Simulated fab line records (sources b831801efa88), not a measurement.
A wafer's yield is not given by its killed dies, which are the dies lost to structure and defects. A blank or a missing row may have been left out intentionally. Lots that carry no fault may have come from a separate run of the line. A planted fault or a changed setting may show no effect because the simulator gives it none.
fab line records	flow sky130
record lots=5	wafers=15	last-day=50
route steps=708 shown METAL5@671 PASSIVATION@681 PAD_OPEN@694
lots untouched by any fault: they come from a run of this same line in which no faults occurred
start-h: hours from the record's first day to the start of the lot's first wafer shown	wait-h: hours from the lot's prior step to this one	" identical to the entry in the row above	L1.1+2: a single row standing in for several wafers	- either no value or no given start	* or withheld: withheld	< > ~ a bound
route shown NAME@n: a module of which the file shows steps, and the number in the route of the first	usual: mean and standard deviation over wafers with no fault	same: alike in all rows	chamber/n: place in a boat	sites: the reading at each site	_std_site: the values' standard deviation	_edge_site: mean of outer sites minus mean of inner sites	radius-mm: for every site, how far away it sits from the centre of the wafer	mask NAME#n: copy n	behind: the last tool/chamber to shape the wafer	hold: the reason the lot was held/the length of the hold in hours/how it ended	device: whichever transistor did not switch (one of n, p or np)	end of line: tests of these same wafers at the route's end	a step with no rows: only its recipe	killed: dies that structure and defects cost at the first sort, which is not the same as the wafer's yield	map: a wafer's dies, marking killed ones x, the rest . and places with no die _
set.NAME: setting as actually run; set.NAME@STEP: the setting as run at that earlier step	model.NAME: the simulator's own value behind a step, which no gauge read
certain route steps with their lots: each step a table, each wafer a row
services: the hour from which a tool's chamber was out of use, counted from the record's first day as start-h (under 0 if before that day), plus the number of hours and why
## steps
# step SKY_METAL5_SOFTBAKE_10
# recipe temp-c=90	time-s=60	resist=NOVOLAK
# step SKY_METAL5_EXPOSE_11
# recipe mask-id=MM5	na=0.6	source-shape=conventional	sigma-outer=0.6	polarization=unpolarized	target-cd-nm=1600	dose-mj=190
# step SKY_METAL5_PEB_12
# recipe temp-c=withheld	time-s=*	resist=NOVOLAK
# step SKY_METAL5_DEVELOP_13
# recipe resist=NOVOLAK	developer=TMAH	develop-time-s=60	dev-temp-c=23
# step SKY_METAL5_DESCUM_14
# recipe chemistry=O2	source-power-w=150	bias-power-w=0	pressure-mtorr=10	temp-c=40	time-s=11
# usual drypump-motor-current-A=5.9/0.32	oes-product-au=0.991/0.0096
# same time-s=11
lot.wafer	tool	chamber	start-h	wait-h	drypump-motor-current-A	oes-product-au	rf-hours-counter-h
L324.1	rie-metal-04	0	1029.80	0.1	6.1	0.993	16
L324.2	"	1	"	"	6.3	0.989	13
L324.3	"	0	"	"	6.1	0.996	-
L331.1	rie-metal-01	1	1081.91	0.1	6.2	0.992	8
L331.3	"	1	"	"	6.2	0.994	-
L331.5	"	1	"	"	6.2	0.982	-
L339.2	rie-metal-01	1	1142.71	0.1	6.2	0.997	13
L339.4	"	0	"	"	5.5	0.992	-
L339.6	"	1	"	"	6.2	0.997	-
L342.1	rie-metal-02	0	1151.01	0.1	5.9	0.998	5
L342.3	"	0	"	"	5.9	0.992	-
L342.5	"	0	"	"	5.9	1.002	-
L345.1	rie-metal-04	1	1166.19	0.1	6.3	0.979	24
L345.2	"	0	"	"	6.1	0.984	27
L345.3	"	1	"	"	6.3	0.975	-
# step SKY_METAL5_METAL_ETCH_15
# recipe target-depth-a=12600	stop-on=SiO2	over-etch-frac=0.2	time-s=252	chemistry=Cl2/BCl3	resist-sidewall-deg=86	pressure-mtorr=10	icp-w=900	bias-w=48.5	Cl2_flow_sccm=60	bcl3-flow-sccm=30
# usual drypump-motor-current-A=5.9/0.31	oes-product-au=0.894/0.0047	throttle-valve-pct=22.265/0.0095
# same over-etch-frac=0.2	time-s=252
lot.wafer	tool	chamber	start-h	wait-h	drypump-motor-current-A	oes-product-au	rf-hours-counter-h	throttle-valve-pct
L324.1	rie-metal-04	0	1029.84	0.0	6.1	0.896	16	22.265
L324.2	"	1	"	"	6.4	0.892	13	22.256
L324.3	"	0	"	"	6.1	0.893	-	22.261
L331.1	rie-metal-01	1	1081.94	0.0	6.2	0.904	8	22.273
L331.3	"	1	"	"	6.2	0.892	-	22.269
L331.5	"	1	"	"	6.2	0.897	-	22.277
L339.2	rie-metal-01	1	1142.74	0.0	6.2	0.891	13	22.273
L339.4	"	0	"	"	5.5	0.902	-	22.255
L339.6	"	1	"	"	6.2	0.895	-	22.278
L342.1	rie-metal-02	0	1151.04	0.0	5.9	0.895	5	22.261
L342.3	"	0	"	"	5.9	0.896	-	22.271
L342.5	"	0	"	"	5.9	0.890	-	22.245
L345.1	rie-metal-04	1	1166.23	0.0	6.3	0.893	24	22.266
L345.2	"	0	"	"	6.1	0.892	27	22.271
L345.3	"	1	"	"	6.3	0.900	-	22.278
# step SKY_METAL5_STRIP_16
# recipe chemistry=O2/N2	power-w=1400	pressure-mtorr=1500	platen-temp-c=withheld	o2-flow-sccm=3000	n2-flow-sccm=300	overash-fraction=0.5
# step SKY_METAL5_STRIP_17
# recipe chemistry=post-etch-residue-remover	time-s=1200	temp-c=72.5
# step SKY_METAL5_CLEAN_18
# recipe chemistry=IPA	time-s=180	temp-c=25
# step SKY_METAL5_CLEAN_19
# recipe chemistry=O3/DIW	dry=n2-spin
# step SKY_PASSIVATION_CVD_00
# recipe material=SiO2	target-thk-nm=90	temp-c=400	time-s=withheld	rf-w=600
# usual heater-power-w=637/67	susceptor-temp-C=400.00/0.22
lot.wafer	tool	chamber	start-h	wait-h	heater-power-w	susceptor-temp-C
L324.1	pecvd-03	0	1030.66	0.0	613	399.87
L324.2	"	1	"	"	672	399.98
L324.3	"	2	"	"	719	399.80
L331.1	pecvd-03	1	1082.81	0.0	627	400.34
L331.3	"	0	"	"	555	399.91
L331.5	"	2	"	"	618	399.98
L339.2	pecvd-04	1	1143.57	0.0	579	400.13
L339.4	"	2	"	"	545	400.09
L339.6	"	1	"	"	587	400.18
L342.1	pecvd-01	0	1151.87	0.0	693	399.78
L342.3	"	2	"	"	643	400.09
L342.5	"	2	"	"	634	399.92
L345.1	pecvd-01	1	1167.10	0.0	719	399.80
L345.2	"	0	"	"	715	400.13
L345.3	"	2	"	"	597	400.04
# step SKY_PASSIVATION_THK_MEAS_01
# recipe reads=SiO2_of_PASSIVATION_CVD_00
# usual PASSIVATION_CVD_00_THK=89.7/1.2
lot.wafer	tool	chamber	start-h	wait-h	PASSIVATION_CVD_00_THK[nm]
L324.1	film-metro-04	-	1030.68	-	89.2
L324.2	"	-	"	"	88.9
L324.3	"	-	"	"	90.3
L331.1	film-metro-04	-	1082.83	-	90.1
L331.3	"	-	"	"	89.9
L331.5	"	-	"	"	92.0
L339.2	film-metro-03	-	1143.61	-	91.0
L339.4	"	-	"	"	90.3
L339.6	"	-	"	"	90.8
L342.1	film-metro-03	-	1151.89	-	88.9
L342.3	"	-	"	"	89.3
L342.5	"	-	"	"	91.1
L345.1	film-metro-01	-	1167.12	-	88.4
L345.2	"	-	"	"	89.4
L345.3	"	-	"	"	89.8
# step SKY_PASSIVATION_CVD_02
# recipe material=Si3N4	target-thk-nm=540	temp-c=400	time-s=withheld	rf-w=450
# usual heater-power-w=682/71	susceptor-temp-C=400.03/0.23
lot.wafer	tool	chamber	start-h	wait-h	heater-power-w	susceptor-temp-C	model.Si3N4_of_PASSIVATION_CVD_02.thk-nm
L324.1	pecvd-01	2	1030.74	0.1	607	399.70	527.4
L324.2	"	1	"	"	643	399.99	539.8
L324.3	"	1	"	"	697	400.12	545.6
L331.1	pecvd-04	0	1082.89	0.1	690	399.89	537.4
L331.3	"	1	"	"	661	400.24	532.3
L331.5	"	0	"	"	727	400.20	542
L339.2	pecvd-01	1	1143.66	0.0	656	400.01	532.4
L339.4	"	0	"	"	701	399.84	592.4
L339.6	"	2	"	"	638	399.83	533.9
L342.1	pecvd-03	1	1151.95	0.1	745	400.02	528.3
L342.3	"	0	"	"	552	399.77	534.3
L342.5	"	1	"	"	776	400.33	534.4
L345.1	pecvd-04	1	1167.18	0.1	661	400.14	543.3
L345.2	"	2	"	"	638	400.03	544
L345.3	"	0	"	"	845	400.40	538.6
# step SKY_PASSIVATION_THK_MEAS_03
# recipe reads=Si3N4_of_PASSIVATION_CVD_02
# usual PASSIVATION_CVD_02_THK=541/7.3
lot.wafer	tool	chamber	start-h	wait-h	hold	PASSIVATION_CVD_02_THK[nm]
L324.1	film-metro-01	-	1031.08	-	-	527
L324.2	"	-	"	"	-	540
L324.3	"	-	"	"	-	546
L331.1	film-metro-04	-	1083.11	-	-	537
L331.3	"	-	"	"	-	533
L331.5	"	-	"	"	-	542
L339.2	film-metro-01	-	1143.89	-	await-dispo/0.2h/release	533
L339.4	"	-	"	"	await-dispo/0.2h/release	592
L339.6	"	-	"	"	await-dispo/0.2h/release	534
L339.2	film-metro-01	-	1144.12	0.2	-	533
L339.4	"	-	"	"	-	593
L339.6	"	-	"	"	-	534
L342.1	film-metro-01	-	1152.18	-	-	528
L342.3	"	-	"	"	-	534
L342.5	"	-	"	"	-	535
L345.1	film-metro-03	-	1167.40	-	-	543
L345.2	"	-	"	"	-	544
L345.3	"	-	"	"	-	538
# step SKY_PASSIVATION_HMDS_05
# recipe prime-time-s=60	prime-temp-c=120
# step SKY_PASSIVATION_COAT_06
# recipe spin-rpm=2000	resist-thk-nm=3000
# step SKY_PASSIVATION_SOFTBAKE_07
# recipe temp-c=110	time-s=withheld
# step SKY_PASSIVATION_EXPOSE_08
# recipe mask-id=NSM	target-cd-nm=3000	na=0.57	dose-mj=260
# step SKY_PASSIVATION_PEB_09
# recipe temp-c=115	time-s=withheld
# step SKY_PASSIVATION_DEVELOP_10
# recipe develop-time-s=60	dev-temp-c=23
# step SKY_PASSIVATION_ETCH_11
# recipe chemistry=CF4/O2	target-depth-nm=725	stop-on=AlCu	source-w=800	bias-w=150	pressure-mtorr=150	cf4-flow-sccm=80	O2_flow_sccm=10	time-s=161.1
# usual O2_flow_sccm=9.995/0.03	cf4-flow-sccm=79.99/0.22	drypump-motor-current-A=5.7/0.58	oes-product-au=0.978/0.0071	throttle-valve-pct=5.963/0.0088
# same time-s=161.1
lot.wafer	tool	chamber	start-h	wait-h	O2_flow_sccm	cf4-flow-sccm	drypump-motor-current-A	oes-product-au	rf-hours-counter-h	throttle-valve-pct	model.etch.depth-nm	model.PASSIVATION.feature-depth-nm
L324.1	rie-diel-01	1	1053.79	-	9.983	80.12	6.4	0.971	27	5.956	690.8	690.8
L324.2	"	3	"	"	9.998	80.43	5.8	0.973	17	5.976	702.2	702.2
L324.3	"	0	"	"	9.972	80.14	6.7	0.977	26	5.963	710.1	710.1
L331.1	rie-diel-01	3	1102.89	-	9.957	80.21	5.8	0.973	18	5.960	702.2	702.2
L331.3	"	0	"	"	9.989	80.19	6.5	0.958	28	5.961	697.7	697.7
L331.5	"	1	"	"	10.003	80.10	6.3	0.982	-	5.951	709.1	709.1
L339.2	rie-diel-01	2	1162.44	-	10.011	79.46	5.6	0.970	21	5.966	698.4	698.4
L339.4	"	0	"	"	9.990	80.21	6.6	1.006	-	5.977	725.1	725.1
L339.6	"	2	"	"	9.996	80.02	5.6	0.977	-	5.970	700.1	700.1
L342.1	rie-diel-02	2	1170.64	-	10.033	79.93	5.7	0.965	11	5.969	691.7	691.7
L342.3	"	1	"	"	10.005	80.29	6.3	0.972	16	5.964	698.8	698.8
L342.5	"	0	"	"	9.979	80.14	4.9	0.977	-	5.950	701.4	701.4
L345.1	rie-diel-02	3	1185.11	-	9.960	80.11	6.1	0.982	24	5.949	706.8	706.8
L345.2	"	0	"	"	10.067	80.13	4.8	0.981	20	5.963	707.8	707.8
L345.3	"	2	"	"	9.971	80.04	5.7	0.976	12	5.960	703.5	703.5
# step SKY_PASSIVATION_STRIP_12
# recipe chemistry=O2/N2	power-w=1400	pressure-mtorr=1500	platen-temp-c=withheld	overash-fraction=0.7	o2-flow-sccm=3000	n2-flow-sccm=300
# usual drypump-motor-current-A=6.11/0.24	oes-product-au=0.661/0.0046	strip-time-to-endpoint-s=31.52/0.13
lot.wafer	tool	chamber	start-h	wait-h	drypump-motor-current-A	oes-product-au	rf-hours-counter-h	strip-time-to-endpoint-s
L324.1	plasma-asher-01	0	1053.89	0.1	6.25	0.661	93	31.41
L324.2	"	1	"	"	6.42	0.664	93	31.44
L324.3	"	1	"	"	6.44	0.651	-	31.36
L331.1	plasma-asher-03	0	1102.99	0.1	5.69	0.663	71	31.67
L331.3	"	0	"	"	5.67	0.664	-	31.50
L331.5	"	1	"	"	6.32	0.667	-	31.63
L339.2	plasma-asher-01	0	1162.54	0.1	6.26	0.658	102	31.55
L339.4	"	0	"	"	6.26	0.665	-	31.71
L339.6	"	0	"	"	6.27	0.665	-	31.58
L342.1	plasma-asher-03	0	1170.74	0.1	5.67	0.652	77	31.53
L342.3	"	1	"	"	6.31	0.655	-	31.39
L342.5	"	1	"	"	6.36	0.659	-	31.51
L345.1	plasma-asher-02	1	1185.21	0.1	6.17	0.665	12	31.33
L345.2	"	0	"	"	5.81	0.662	12	31.44
L345.3	"	1	"	"	6.16	0.659	-	31.52
# step SKY_PAD_OPEN_DEHYDRATE_00
# recipe temp-c=200	time-s=60
# step SKY_PAD_OPEN_HMDS_01
# recipe prime-time-s=60	prime-temp-c=120
# step SKY_PAD_OPEN_COAT_02
# recipe spin-rpm=2000	resist-thk-nm=3000
# step SKY_PAD_OPEN_SOFTBAKE_03
# recipe temp-c=110	time-s=withheld
# step SKY_PAD_OPEN_EXPOSE_04
# recipe mask-id=PDM	target-cd-nm=60000	na=0.57	dose-mj=260
# step SKY_PAD_OPEN_PEB_05
# recipe temp-c=115	time-s=withheld
# step SKY_PAD_OPEN_DEVELOP_06
# recipe develop-time-s=60	dev-temp-c=23
# step SKY_PAD_OPEN_ETCH_07
# recipe chemistry=CF4/O2	target-depth-nm=725	stop-on=AlCu	source-w=800	bias-w=150	pressure-mtorr=150	cf4-flow-sccm=80	O2_flow_sccm=10	time-s=161.1
# usual O2_flow_sccm=9.999/0.028	cf4-flow-sccm=79.99/0.23	drypump-motor-current-A=5.7/0.52	oes-product-au=0.978/0.0072	throttle-valve-pct=5.964/0.009
# same time-s=161.1
lot.wafer	tool	chamber	start-h	wait-h	O2_flow_sccm	cf4-flow-sccm	drypump-motor-current-A	oes-product-au	rf-hours-counter-h	throttle-valve-pct	model.etch.depth-nm	model.PAD_OPEN.feature-depth-nm
L324.1	rie-diel-01	2	1074.25	-	9.973	80.37	5.7	0.967	17	5.955	690.8	690.8
L324.2	"	1	"	"	10.030	79.92	6.4	0.974	28	5.969	702.2	702.2
L324.3	"	3	"	"	9.995	80.09	5.8	0.980	17	5.965	710.1	710.1
L331.1	rie-diel-04	3	1121.84	-	10.022	79.93	4.9	0.973	13	5.959	702.2	702.2
L331.3	"	1	"	"	10.029	80.08	5.6	0.981	30	5.958	697.7	697.7
L331.5	"	3	"	"	10.019	79.64	4.9	0.980	-	5.967	709.1	709.1
L339.2	rie-diel-03	0	1180.55	-	10.017	80.12	6.1	0.981	24	5.939	698.4	698.4
L339.4	"	2	"	"	9.966	79.74	4.8	0.988	26	5.977	725.6	725.6
L339.6	"	0	"	"	10.033	80.61	6.1	0.980	-	5.953	700.1	700.1
L342.1	rie-diel-04	0	1188.09	-	10.009	80.19	6.0	0.969	31	5.968	691.7	691.7
L342.3	"	2	"	"	9.993	79.77	5.6	0.980	21	5.974	698.8	698.8
L342.5	"	2	"	"	9.972	79.61	5.6	0.974	-	5.950	701.4	701.4
L345.1	rie-diel-04	3	1200.65	-	9.998	79.90	4.9	0.985	17	5.975	706.8	706.8
L345.2	"	0	"	"	9.986	80.32	6.0	0.971	0	5.964	707.8	707.8
L345.3	"	1	"	"	9.981	79.87	5.6	0.973	1	5.956	703.5	703.5
# step SKY_PAD_OPEN_STRIP_08
# recipe chemistry=O2/N2	power-w=1400	pressure-mtorr=1500	platen-temp-c=withheld	overash-fraction=0.7	o2-flow-sccm=3000	n2-flow-sccm=300
# usual drypump-motor-current-A=6.1/0.59	oes-product-au=0.663/0.0049	strip-time-to-endpoint-s=37.09/0.086
lot.wafer	tool	chamber	start-h	wait-h	drypump-motor-current-A	oes-product-au	rf-hours-counter-h	strip-time-to-endpoint-s
L324.1	plasma-asher-01	0	1074.36	0.1	6.3	0.663	96	37.08
L324.2	"	1	"	"	6.4	0.658	96	37.12
L324.3	"	1	"	"	6.4	0.663	-	37.12
L331.1	plasma-asher-03	0	1121.95	0.1	5.7	0.665	73	37.13
L331.3	"	1	"	"	6.3	0.661	-	37.09
L331.5	"	1	"	"	6.4	0.664	-	37.03
L339.2	plasma-asher-04	1	1180.66	0.1	6.7	0.656	44	36.99
L339.4	"	1	"	"	6.8	0.665	-	37.07
L339.6	"	0	"	"	5.2	0.655	-	37.18
L342.1	plasma-asher-01	1	1188.20	0.1	6.4	0.667	104	37.15
L342.3	"	0	"	"	6.3	0.666	-	36.99
L342.5	"	0	"	"	6.3	0.661	-	37.16
L345.1	plasma-asher-01	0	1200.76	0.1	6.3	0.663	106	37.10
L345.2	"	1	"	"	6.4	0.660	106	37.07
L345.3	"	1	"	"	6.4	0.661	-	37.08
# step SKY_PAD_OPEN_STRIP_09
# recipe chemistry=post-etch-residue-remover	time-s=1200	temp-c=72.5
# same time-s=1200
lot.wafer	tool	chamber	start-h	wait-h	model.Si3N4_of_PASSIVATION_CVD_02.thk-nm
L324.1	wet-bench-03	2	1074.46	0.1	527
L324.2	"	2	"	"	539.4
L324.3	"	2	"	"	545.3
L331.1	wet-bench-03	2	1122.05	0.1	537.1
L331.3	"	2	"	"	531.9
L331.5	"	2	"	"	541.7
L339.2	wet-bench-01	0	1180.76	0.1	532
L339.4	"	0	"	"	592
L339.6	"	0	"	"	533.5
L342.1	wet-bench-01	1	1188.30	0.1	528
L342.3	"	1	"	"	533.9
L342.5	"	1	"	"	534
L345.1	wet-bench-04	2	1200.86	0.1	542.9
L345.2	"	2	"	"	543.6
L345.3	"	2	"	"	538.3
# step SKY_PAD_OPEN_CLEAN_10
# recipe chemistry=IPA	time-s=180	temp-c=25
# step SKY_PAD_OPEN_PROBE_99
# usual defect-limited-yield=82.6/2	killed_at_M0_to_M3=43/7.3	killed_at_M4_up=3.4/1.7	killed-at-contacts=24/4.5	killed-at-front-end=16/4.4	killed-at-other=0.2/0.51	killed-dies=86/9.7	killed-open=46/6.6	killed-short=39/7.1	sort_bin_3_pad_short=0.9/0.45	sort_bin_5_function=10.4/1.4	sort_bin_6_memory=6.2/1.2	sort-n-pass=406/9.7	sort-yield-pct=82.6/2
# same gross-dies=492	killed-at-back-side=0	sort_bin_4_leakage[%]=0	sort_bin_8_speed[%]=0
lot.wafer	tool	chamber	start-h	wait-h	defect-limited-yield[%]	killed_at_M0_to_M3	killed_at_M4_up	killed-at-contacts	killed-at-front-end	killed-at-other	killed-dies	killed-open	killed-short	sort_bin_3_pad_short[%]	sort_bin_5_function[%]	sort_bin_6_memory[%]	sort-n-pass	sort-yield-pct[%]
L324.1	prober-01	-	1076.68	0.1	81.9	41	3	19	26	0	89	49	38	1.2	12.0	4.9	403	81.9
L324.2	prober-01	-	1076.73	0.1	83.7	46	3	21	10	0	80	44	35	0.6	9.8	5.9	412	83.7
L324.3	prober-01	-	1076.78	0.2	85.8	33	1	23	13	0	70	44	25	0.4	8.1	5.7	422	85.8
L331.1	prober-01	-	1124.16	0.1	83.3	33	5	23	21	0	82	47	35	0.6	10.8	5.3	410	83.3
L331.3	prober-01	-	1124.26	0.2	82.1	47	3	17	20	1	88	50	38	0.4	10.6	6.9	404	82.1
L331.5	prober-01	-	1124.36	0.2	80.5	57	3	21	15	0	96	51	44	1.2	11.8	6.5	396	80.5
L339.2	prober-01	-	1183.08	0.1	83.3	32	4	27	18	1	82	46	36	0.4	10.8	5.5	410	83.3
L339.4	prober-01	-	1183.18	0.2	83.7	44	3	20	13	0	80	41	39	0.2	8.7	7.3	412	83.7
L339.6	prober-01	-	1183.28	0.2	85.6	29	4	23	15	0	71	49	22	0.8	8.1	5.5	421	85.6
L342.1	prober-01	-	1190.90	0.1	80.9	49	7	19	19	0	94	49	45	0.6	11.8	6.7	398	80.9
L342.3	prober-01	-	1191.00	0.2	77.2	60	3	30	18	1	112	52	59	1.4	12.6	8.7	380	77.2
L342.5	prober-01	-	1191.10	0.2	80.7	53	5	18	19	0	95	46	48	2.0	11.2	6.1	397	80.7
L345.1	prober-01	-	1203.05	0.1	83.1	36	5	22	20	0	83	40	41	1.0	9.8	6.1	409	83.1
L345.2	prober-01	-	1203.10	0.1	82.5	41	8	25	12	0	86	48	38	1.0	11.8	4.7	406	82.5
L345.3	prober-01	-	1203.15	0.2	81.5	42	3	29	17	0	91	48	42	1.0	11.0	6.5	401	81.5
# killed by level:class
L324.1 VIA2:geometric-particle:open=14 VIA1:geometric-particle:open=8 FIELD_ISO:geometric-particle:short=7 FIELD_ISO:geometric-particle:open=6 CONTACT:geometric-particle:short=5 CONTACT:geometric-particle:open=5 VIA3:geometric-particle:open=5 POLY_GATE:geometric-particle:short=4
L324.2 VIA1:geometric-particle:open=14 CONTACT:geometric-particle:open=7 VIA2:geometric-particle:open=7 VIA3:geometric-particle:open=6 POLY_GATE:geometric-particle:short=4 LI_CONTACT:geometric-particle:open=4 LOCAL_INTERCONNECT:geometric-particle:short=4 METAL1:geometric-particle:short=4
L324.3 CONTACT:geometric-particle:open=13 VIA3:geometric-particle:open=8 VIA2:geometric-particle:open=5 VIA1:geometric-particle:short=4 VIA1:geometric-particle:open=4 FIELD_ISO:geometric-particle:short=3 FIELD_ISO:geometric-particle:open=3 POLY_GATE:geometric-particle:open=3
L331.1 VIA1:geometric-particle:open=12 CONTACT:geometric-particle:open=8 POLY_GATE:geometric-particle:open=6 CONTACT:geometric-particle:short=6 VIA2:geometric-particle:open=6 POLY_GATE:geometric-particle:short=5 FIELD_ISO:geometric-particle:short=4 FIELD_ISO:geometric-particle:open=4
L331.3 VIA1:geometric-particle:open=13 VIA1:geometric-particle:short=9 FIELD_ISO:geometric-particle:short=7 CONTACT:geometric-particle:open=7 FIELD_ISO:geometric-particle:open=5 VIA2:geometric-particle:open=5 METAL1:geometric-particle:short=4 POLY_GATE:geometric-particle:open=3
L331.5 VIA1:geometric-particle:open=20 LI_CONTACT:geometric-particle:open=7 CONTACT:geometric-particle:short=6 VIA2:geometric-particle:open=6 CONTACT:geometric-particle:open=6 METAL1:geometric-particle:short=6 FIELD_ISO:geometric-particle:short=5 VIA2:geometric-particle:short=5
L339.2 CONTACT:geometric-particle:open=10 VIA1:geometric-particle:open=8 VIA2:geometric-particle:open=7 LI_CONTACT:geometric-particle:open=6 CONTACT:geometric-particle:short=6 POLY_GATE:geometric-particle:short=5 LOCAL_INTERCONNECT:geometric-particle:short=4 METAL1:geometric-particle:short=4
L339.4 VIA1:geometric-particle:open=9 VIA2:geometric-particle:open=8 METAL2:geometric-particle:short=6 CONTACT:geometric-particle:short=5 CONTACT:geometric-particle:open=5 VIA1:geometric-particle:short=5 VIA3:geometric-particle:open=4 FIELD_ISO:geometric-particle:short=3
L339.6 CONTACT:geometric-particle:open=11 VIA1:geometric-particle:open=9 LI_CONTACT:geometric-particle:open=7 VIA3:geometric-particle:open=5 FIELD_ISO:geometric-particle:short=4 FIELD_ISO:geometric-particle:open=4 METAL2:geometric-particle:short=4 POLY_GATE:geometric-particle:open=3
L342.1 VIA2:geometric-particle:open=11 VIA1:geometric-particle:open=9 METAL2:geometric-particle:short=6 LI_CONTACT:geometric-particle:open=6 CONTACT:geometric-particle:open=6 FIELD_ISO:geometric-particle:short=4 POLY_GATE:geometric-particle:short=4 VIA1:geometric-particle:short=4
L342.3 VIA1:geometric-particle:open=16 CONTACT:geometric-particle:short=11 CONTACT:geometric-particle:open=11 METAL2:geometric-particle:short=9 VIA1:geometric-particle:short=9 VIA2:geometric-particle:open=6 POLY_CUT:geometric-particle:short=5 LI_CONTACT:geometric-particle:open=5
L342.5 VIA2:geometric-particle:open=13 LI_CONTACT:geometric-particle:open=8 POLY_GATE:geometric-particle:short=7 VIA1:geometric-particle:short=6 METAL2:geometric-particle:short=6 VIA2:geometric-particle:short=6 VIA3:geometric-particle:open=6 CONTACT:geometric-particle:open=5
L345.1 VIA1:geometric-particle:open=11 CONTACT:geometric-particle:short=6 VIA1:geometric-particle:short=6 VIA2:geometric-particle:open=6 CONTACT:geometric-particle:open=5 FIELD_ISO:geometric-particle:open=4 POLY_GATE:geometric-particle:short=4 POLY_GATE:geometric-particle:open=4
L345.2 VIA1:geometric-particle:open=11 CONTACT:geometric-particle:open=9 METAL2:geometric-particle:short=9 VIA2:geometric-particle:open=6 LI_CONTACT:geometric-particle:open=6 CONTACT:geometric-particle:short=5 VIA1:geometric-particle:short=4 METAL4:geometric-particle:short=4
L345.3 VIA1:geometric-particle:open=9 CONTACT:geometric-particle:short=9 CONTACT:geometric-particle:open=9 VIA2:geometric-particle:open=8 LI_CONTACT:geometric-particle:open=7 FIELD_ISO:geometric-particle:short=6 METAL1:geometric-particle:short=6 METAL2:geometric-particle:short=6
## services
tool	chamber	start-h	hours	kind
rie-diel-04	-	1007.82	2.8	pm
plasma-asher-03	-	1010.90	2.8	pm
pecvd-04	-	1017.24	3.3	repair
rie-diel-01	2	1024.71	7.2	repair
rie-diel-04	-	1028.51	0.6	repair
rie-metal-04	1	1048.17	2.6	repair
pecvd-01	-	1052.25	1.5	repair
rie-metal-04	0	1056.61	1.1	repair
pecvd-04	0	1062.33	3.4	repair
rie-diel-04	-	1063.35	0.6	repair
pecvd-01	0	1066.74	2.4	repair
plasma-asher-01	-	1084.12	15.0	repair
pecvd-01	2	1093.92	17.3	repair
plasma-asher-01	-	1099.07	2.8	pm
plasma-asher-01	-	1101.82	4.3	pm
plasma-asher-01	-	1151.42	2.2	repair
pecvd-01	-	1156.52	2.8	pm
rie-diel-01	1	1160.49	9.6	repair
pecvd-04	1	1169.47	16.3	repair
pecvd-01	-	1171.77	7.1	repair
plasma-asher-03	-	1184.33	4.5	repair
rie-diel-01	0	1184.44	4.2	repair
rie-diel-01	3	1184.65	2.0	repair
plasma-asher-03	-	1200.76	2.4	repair
## key
first-sign step=SKY_PASSIVATION_THK_MEAS_03	reading=visit	direction=added
effect step=SKY_PASSIVATION_THK_MEAS_03	reading=PASSIVATION_CVD_02_THK	direction=up	sigmas=7.1	usual=541	struck=592
effect step=SKY_PASSIVATION_ETCH_11	reading=oes-product-au	direction=up	sigmas=4	usual=0.978	struck=1.006
model-effect step=SKY_PASSIVATION_CVD_02	value=Si3N4_of_PASSIVATION_CVD_02.thk-nm	without=544.2	struck=592.4
model-effect step=SKY_PASSIVATION_ETCH_11	value=etch.depth-nm	without=709	struck=725.1
model-effect step=SKY_PAD_OPEN_ETCH_07	value=etch.depth-nm	without=709	struck=725.6
model-effect step=SKY_PAD_OPEN_STRIP_09	value=Si3N4_of_PASSIVATION_CVD_02.thk-nm	without=543.8	struck=592
met-at SKY_PASSIVATION_CVD_02
struck-wafers L339.4
fault kind=process-parameter-drift	tool=pecvd-01	chamber=0	onset-h=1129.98	steps=SKY_PASSIVATION_CVD_02	channel=target-thk-nm	offset=47.819	shape=step	end-h=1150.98	acts-in=these-recipes-only	stated=540
